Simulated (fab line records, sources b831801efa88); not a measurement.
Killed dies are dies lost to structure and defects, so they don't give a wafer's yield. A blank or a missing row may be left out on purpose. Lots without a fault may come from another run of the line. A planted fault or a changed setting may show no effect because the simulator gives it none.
fab line records | flow sky130
record lots=13 wafers=39 last_day=50
route steps=708 shown VT_ADJUST_LVTN@105 LOCAL_INTERCONNECT@389 CONTACT@431 METAL1@437
lots that met no fault: from a run of the same line without faults
start_h: hours from the record's first day to the start of the lot's first wafer shown | wait_h: hours since the lot's step before | " the same as in the row above | L1.1+2: a row that stands for several wafers | - no value, or no start given | * or withheld: withheld | < > ~ a bound
route shown NAME@n: a module of which the file shows steps, and the number in the route of the first | usual: mean/standard deviation of fault-free wafers | same: alike in all rows | chamber/n: place in a boat | sites: the reading at each site | _std_site: their standard deviation | _edge_site: outer sites' mean less inner sites' | radius_mm: how far each site lies from the wafer's centre | mask NAME#n: copy n | behind: the tool/chamber that last shaped the wafer | hold: why the lot was held/for how many hours/how that ended | device: the transistor (n, p or np) that didn't switch | end of line: the same wafers' tests at the end of the route | a step without rows: its recipe alone | killed: dies lost to structure and defects at the first sort, not the wafer's yield | map: a wafer's dies, x killed, . not, _ none there
set.NAME: the setting as run; set.NAME@STEP: as run at that earlier step | model.NAME: the simulator's own value behind a step, which no gauge read
steps of the route over a sample of lots; a table a step, a row a wafer
services: from which hour (start_h, from the record's first day; less than 0 if before it) a tool's chamber was out of use, for how many hours, and why
## steps
# step SKY_VT_ADJUST_LVTN_IMPLANT_08
# recipe species=B energy_kev=30 dose_cm2=1.57e+12 tilt_deg=withheld
# usual dose_ions_cm2=1.5704e+12/1.9e+09 faraday_current_uA=8.86/0.18
# columns lot.wafer tool chamber start_h wait_h dose_ions_cm2 faraday_current_uA
L542.1 implanter-01 0 144.74 0.0 1.57e+12 9.08
L542.3 " 0 " " 1.5717e+12 9.05
L542.5 " 0 " " 1.5718e+12 8.96
L545.2 implanter-03 0 161.90 0.0 1.5728e+12 8.79
L545.3 " 0 " " 1.5728e+12 8.68
L545.5 " 0 " " 1.5699e+12 8.55
L546.1 implanter-01 0 165.53 0.0 1.5711e+12 9.01
L546.2 " 0 " " 1.5739e+12 8.90
L546.6 " 0 " " 1.5702e+12 8.99
L547.1 implanter-04 0 176.23 0.0 1.5709e+12 8.49
L547.2 " 0 " " 1.5752e+12 9.07
L547.4 " 0 " " 1.5699e+12 8.51
L548.2 implanter-04 0 182.56 0.0 1.5719e+12 8.88
L548.3 " 0 " " 1.5677e+12 8.84
L548.4 " 0 " " 1.5728e+12 8.94
L549.1 implanter-01 0 187.24 0.0 1.5702e+12 8.96
L549.3 " 0 " " 1.5703e+12 9.19
L549.5 " 0 " " 1.5728e+12 8.93
L550.4 implanter-01 0 195.40 0.1 1.5686e+12 9.03
L550.5 " 0 " " 1.5684e+12 9.08
L550.6 " 0 " " 1.5711e+12 8.74
L551.2 implanter-03 0 204.06 0.0 1.571e+12 8.95
L551.4 " 0 " " 1.5706e+12 8.99
L551.6 " 0 " " 1.5732e+12 8.88
L552.1 implanter-03 0 206.38 0.0 1.5683e+12 9.10
L552.3 " 0 " " 1.5675e+12 8.88
L552.5 " 0 " " 1.5692e+12 8.85
L554.2 implanter-01 0 222.10 0.0 1.5687e+12 8.73
L554.4 " 0 " " 1.5687e+12 8.63
L554.5 " 0 " " 1.5722e+12 9.12
L559.1 implanter-01 0 254.38 0.0 2.5803e+12 14.58
L559.4 " 0 " " 2.5798e+12 14.99
L559.5 " 0 " " 2.5802e+12 14.72
L560.3 implanter-04 0 261.63 0.1 1.5685e+12 8.84
L560.4 " 0 " " 1.5729e+12 8.92
L560.5 " 0 " " 1.5699e+12 9.08
L563.1 implanter-01 0 290.04 0.0 2.5844e+12 14.55
L563.4 " 0 " " 2.5811e+12 14.26
L563.6 " 0 " " 2.5815e+12 14.81
# step SKY_VT_ADJUST_LVTN_TW_MEAS_10
# usual VT_ADJUST_LVTN_TW=241.0/2.8
# columns lot.wafer tool chamber start_h wait_h hold VT_ADJUST_LVTN_TW
L542.1 film_metro-03 - 144.99 0.1 - 240.5
L542.3 " - " " - 238.7
L542.5 " - " " - 239.4
L545.2 film_metro-03 - 162.14 0.1 - 238.2
L545.3 " - " " - 238.1
L545.5 " - " " - 237.7
L546.1 film_metro-03 - 165.78 0.1 - 238.7
L546.2 " - " " - 239.2
L546.6 " - " " - 239.6
L547.1 film_metro-03 - 176.48 0.1 - 239.8
L547.2 " - " " - 239.3
L547.4 " - " " - 240.2
L548.2 film_metro-03 - 182.80 0.1 - 239.2
L548.3 " - " " - 238.0
L548.4 " - " " - 239.9
L549.1 film_metro-04 - 187.49 0.1 - 242.1
L549.3 " - " " - 241.3
L549.5 " - " " - 243.0
L550.4 film_metro-02 - 195.61 0.1 - 237.7
L550.5 " - " " - 236.7
L550.6 " - " " - 237.8
L551.2 film_metro-04 - 204.30 0.1 - 244.5
L551.4 " - " " - 243.3
L551.6 " - " " - 244.2
L552.1 film_metro-03 - 206.63 0.1 - 237.9
L552.3 " - " " - 238.8
L552.5 " - " " - 237.6
L554.2 film_metro-04 - 222.34 0.1 - 244.3
L554.4 " - " " - 243.5
L554.5 " - " " - 243.6
L559.1 film_metro-02 - 254.63 0.1 await_dispo/0.2h/release 276.3
L559.4 " - " " await_dispo/0.2h/release 277.9
L559.5 " - " " await_dispo/0.2h/release 278.2
L559.1 film_metro-02 - 254.85 0.2 - 276.5
L559.4 " - " " - 276.8
L559.5 " - " " - 276.8
L560.3 film_metro-02 - 261.85 0.1 - 240.0
L560.4 " - " " - 238.1
L560.5 " - " " - 238.2
L563.1 film_metro-03 - 290.29 0.1 await_dispo/0.2h/release 276.1
L563.4 " - " " await_dispo/0.2h/release 276.9
L563.6 " - " " await_dispo/0.2h/release 276.2
L563.1 film_metro-03 - 290.52 0.2 - 276.5
L563.4 " - " " - 276.7
L563.6 " - " " - 275.3
# step SKY_LOCAL_INTERCONNECT_THK_MEAS_02
# recipe thk_meas_gauge=xrf reads=TiN_of_LOCAL_INTERCONNECT_SPUTTER_00
# usual LOCAL_INTERCONNECT_TIN_THK=100.3/1.6
# columns lot.wafer tool chamber start_h wait_h LOCAL_INTERCONNECT_TIN_THK[nm]
L542.1 film_metro-04 - 679.43 0.1 101.0
L542.3 " - " " 101.1
L542.5 " - " " 100.5
L545.2 film_metro-03 - 709.03 0.1 101.7
L545.3 " - " " 100.7
L545.5 " - " " 101.5
L546.1 film_metro-03 - 712.00 0.1 96.4
L546.2 " - " " 98.5
L546.6 " - " " 96.6
L547.1 film_metro-03 - 723.27 0.1 97.4
L547.2 " - " " 97.9
L547.4 " - " " 98.7
L548.2 film_metro-04 - 736.83 0.1 100.2
L548.3 " - " " 101.1
L548.4 " - " " 101.1
L549.1 film_metro-02 - 748.64 0.1 99.5
L549.3 " - " " 101.3
L549.5 " - " " 99.6
L550.4 film_metro-03 - 750.38 0.1 99.9
L550.5 " - " " 101.5
L550.6 " - " " 99.9
L551.2 film_metro-03 - 754.81 0.1 100.5
L551.4 " - " " 101.3
L551.6 " - " " 100.5
L552.1 film_metro-04 - 760.96 0.1 99.9
L552.3 " - " " 101.5
L552.5 " - " " 98.9
L554.2 film_metro-04 - 777.44 0.1 101.9
L554.4 " - " " 101.0
L554.5 " - " " 101.5
L559.1 film_metro-02 - 817.58 0.1 98.5
L559.4 " - " " 97.9
L559.5 " - " " 98.0
L560.3 film_metro-03 - 818.81 0.1 99.9
L560.4 " - " " 101.3
L560.5 " - " " 99.6
L563.1 film_metro-02 - 847.99 0.1 102.8
L563.4 " - " " 101.7
L563.6 " - " " 102.8
# step SKY_CONTACT_RS_MEAS_25
# recipe thk_meas_gauge=four-point-probe reads=W_of_CONTACT_CVD_24+TiN_of_CONTACT_SPUTTER_23
# usual CONTACT_W_RS=0.339/0.0053
# columns lot.wafer tool chamber start_h wait_h CONTACT_W_RS[ohm/sq]
L542.1 film_metro-01 - 738.59 0.1 0.332
L542.3 " - " " 0.336
L542.5 " - " " 0.335
L545.2 film_metro-01 - 767.27 0.1 0.348
L545.3 " - " " 0.339
L545.5 " - " " 0.344
L546.1 film_metro-01 - 768.60 0.1 0.337
L546.2 " - " " 0.339
L546.6 " - " " 0.339
L547.1 film_metro-04 - 779.61 0.1 0.336
L547.2 " - " " 0.338
L547.4 " - " " 0.342
L548.2 film_metro-02 - 792.45 0.1 0.332
L548.3 " - " " 0.335
L548.4 " - " " 0.337
L549.1 film_metro-01 - 803.34 0.1 0.341
L549.3 " - " " 0.330
L549.5 " - " " 0.343
L550.4 film_metro-04 - 805.16 0.1 0.337
L550.5 " - " " 0.336
L550.6 " - " " 0.335
L551.2 film_metro-02 - 810.70 0.1 0.336
L551.4 " - " " 0.343
L551.6 " - " " 0.332
L552.1 film_metro-04 - 816.96 0.1 0.338
L552.3 " - " " 0.341
L552.5 " - " " 0.343
L554.2 film_metro-01 - 832.78 0.1 0.349
L554.4 " - " " 0.337
L554.5 " - " " 0.337
L559.1 film_metro-04 - 871.35 0.1 0.340
L559.4 " - " " 0.343
L559.5 " - " " 0.337
L560.3 film_metro-01 - 874.32 0.1 0.337
L560.4 " - " " 0.349
L560.5 " - " " 0.348
L563.1 film_metro-04 - 902.74 0.1 0.342
L563.4 " - " " 0.343
L563.6 " - " " 0.342
# step SKY_METAL1_SPUTTER_03
# recipe material=Ti target_thk_nm=5 power_w=3000 time_s=3.3 chamber_pressure_pa=0.4
# usual throttle_valve_pct=29.7/1.5
# columns lot.wafer tool chamber start_h wait_h throttle_valve_pct
L542.1 pvd_sputter-01 - 739.14 0.0 29.1
L542.3 " - " " 29.0
L542.5 " - " " 26.6
L545.2 pvd_sputter-02 - 767.81 0.0 30.2
L545.3 " - " " 31.0
L545.5 " - " " 30.6
L546.1 pvd_sputter-03 - 769.15 0.0 31.2
L546.2 " - " " 28.3
L546.6 " - " " 28.2
L547.1 pvd_sputter-01 - 780.16 0.0 29.1
L547.2 " - " " 30.1
L547.4 " - " " 26.1
L548.2 pvd_sputter-02 - 792.98 0.0 30.3
L548.3 " - " " 30.9
L548.4 " - " " 31.4
L549.1 pvd_sputter-02 - 803.89 0.0 30.4
L549.3 " - " " 31.1
L549.5 " - " " 31.0
L550.4 pvd_sputter-01 - 805.65 0.0 29.4
L550.5 " - " " 29.3
L550.6 " - " " 26.7
L551.2 pvd_sputter-01 - 811.23 0.0 26.7
L551.4 " - " " 30.1
L551.6 " - " " 26.5
L552.1 pvd_sputter-01 - 817.77 0.0 29.9
L552.3 " - " " 29.4
L552.5 " - " " 29.9
L554.2 pvd_sputter-02 - 833.32 0.0 30.2
L554.4 " - " " 31.0
L554.5 " - " " 30.8
L559.1 pvd_sputter-03 - 872.06 0.0 30.9
L559.4 " - " " 28.1
L559.5 " - " " 31.6
L560.3 pvd_sputter-03 - 874.83 0.0 31.1
L560.4 " - " " 31.1
L560.5 " - " " 31.7
L563.1 pvd_sputter-01 - 903.29 0.0 29.3
L563.4 " - " " 26.7
L563.6 " - " " 26.6
## services
# columns tool chamber start_h hours kind
pvd_sputter-02 - 122.64 2.0 repair
pvd_sputter-02 - 130.82 2.4 repair
pvd_sputter-02 - 140.59 3.3 repair
implanter-04 - 149.99 5.5 repair
implanter-04 - 161.93 5.4 pm
pvd_sputter-02 - 178.15 2.2 repair
implanter-01 - 235.98 5.3 repair
implanter-04 - 262.56 2.2 repair
implanter-03 - 290.48 4.1 pm
implanter-03 - 295.43 5.0 repair
pvd_sputter-03 - 339.30 3.6 repair
pvd_sputter-02 - 356.01 9.1 repair
pvd_sputter-01 - 384.98 1.9 repair
pvd_sputter-01 - 389.22 5.4 repair
pvd_sputter-01 - 446.64 5.1 repair
implanter-01 - 477.80 3.5 repair
implanter-01 - 524.51 4.2 pm
pvd_sputter-02 - 572.12 4.3 repair
pvd_sputter-02 - 581.47 21.8 repair
pvd_sputter-01 - 651.27 3.5 repair
pvd_sputter-02 - 651.73 5.1 repair
pvd_sputter-02 - 652.96 1.5 repair
pvd_sputter-01 - 866.96 4.5 repair
pvd_sputter-02 - 883.16 9.8 repair
## key
first_sign step=SKY_VT_ADJUST_LVTN_IMPLANT_08 reading=dose_ions_cm2 direction=up sigmas=99+ usual=* struck=*
effect step=SKY_VT_ADJUST_LVTN_IMPLANT_08 reading=faraday_current_uA direction=up sigmas=32 usual=8.86 struck=14.65
effect step=SKY_VT_ADJUST_LVTN_TW_MEAS_10 reading=visit direction=added
effect step=SKY_VT_ADJUST_LVTN_TW_MEAS_10 reading=VT_ADJUST_LVTN_TW direction=up sigmas=13 usual=241.0 struck=277.0
met_at SKY_VT_ADJUST_LVTN_IMPLANT_08
struck_lots L559,L563
tester_left_out L559,L563
not_acting_at SKY_LOCAL_INTERCONNECT_THK_MEAS_02,SKY_CONTACT_RS_MEAS_25,SKY_METAL1_SPUTTER_03
onset_between 222.10 254.38
fault kind=process_parameter_drift tool=implanter-01 chamber=- onset_h=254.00 steps=SKY_VT_ADJUST_LVTN_IMPLANT_08 channel=dose_cm2 offset=* shape=step end_h=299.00 acts_in=* stated=*
# tester_left_out: of these lots the tester's yield and bins aren't shown, on N5 and GAA mostly nor the transistor test; their killed dies are dies lost to structure and defects alone, not to doping, threshold or leakage, so they don't give the yield
